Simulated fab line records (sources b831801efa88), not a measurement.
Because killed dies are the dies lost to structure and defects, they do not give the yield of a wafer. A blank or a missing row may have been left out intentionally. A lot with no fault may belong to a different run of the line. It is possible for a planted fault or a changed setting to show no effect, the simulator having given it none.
Chamber matching ; flow gf180mcu ; GF_V2_ETCH_16 on rie-diel-02 has 4 sister chambers
The step etches BARC in N2/H2. 4 wafers are shown with their chamber, then 7 later ones without.

## WAFERS, EACH WITH ITS CHAMBER
wafer;chamber;throttle-valve-pct (%)
L397.3;3;13.228
L397.4;1;13.240
L398.3;2;13.227
L398.4;0;13.226

## WAFERS MISSING THEIR CHAMBER
wafer;throttle-valve-pct (%)
L398.5;13.232
L400.2;13.219
L400.3;13.230
L400.5;13.236
L402.1;13.222
L402.3;13.215
L402.4;13.246

## CHAMBER TAKEN BY EACH
wafer;from the rows above;in truth
L398.5;can't be placed: 3 or 2 or 0 or 1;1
L400.2;can't be placed: 0 or 2 or 3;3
L400.3;can't be placed: 3 or 2 or 0 or 1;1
L400.5;can't be placed: 1 or 3 or 2 or 0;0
L402.1;can't be placed: 0 or 2 or 3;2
L402.3;can't be placed: 0 or 2 or 3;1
L402.4;can't be placed: 1 or 3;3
Placed correctly: 0 of 7. Can't be placed from these rows: 7 (the true chamber is among the candidates in 6). Wrongly placed: 0.
How it was worked out, from the rows above alone: a wafer's distance from a chamber is the root of the sum, over the readings, of the square of ((its reading less the chamber's mean) divided by the reading's scatter). If the next closest chamber is less than 2 further off than the closest, the wafer can't be placed; otherwise it belongs to the closest. A chamber's mean is the mean of its shown wafers. The scatter (one wafer shown for each chamber): square how far every hidden wafer sits from the nearest shown wafer, average those squares and take the square root.
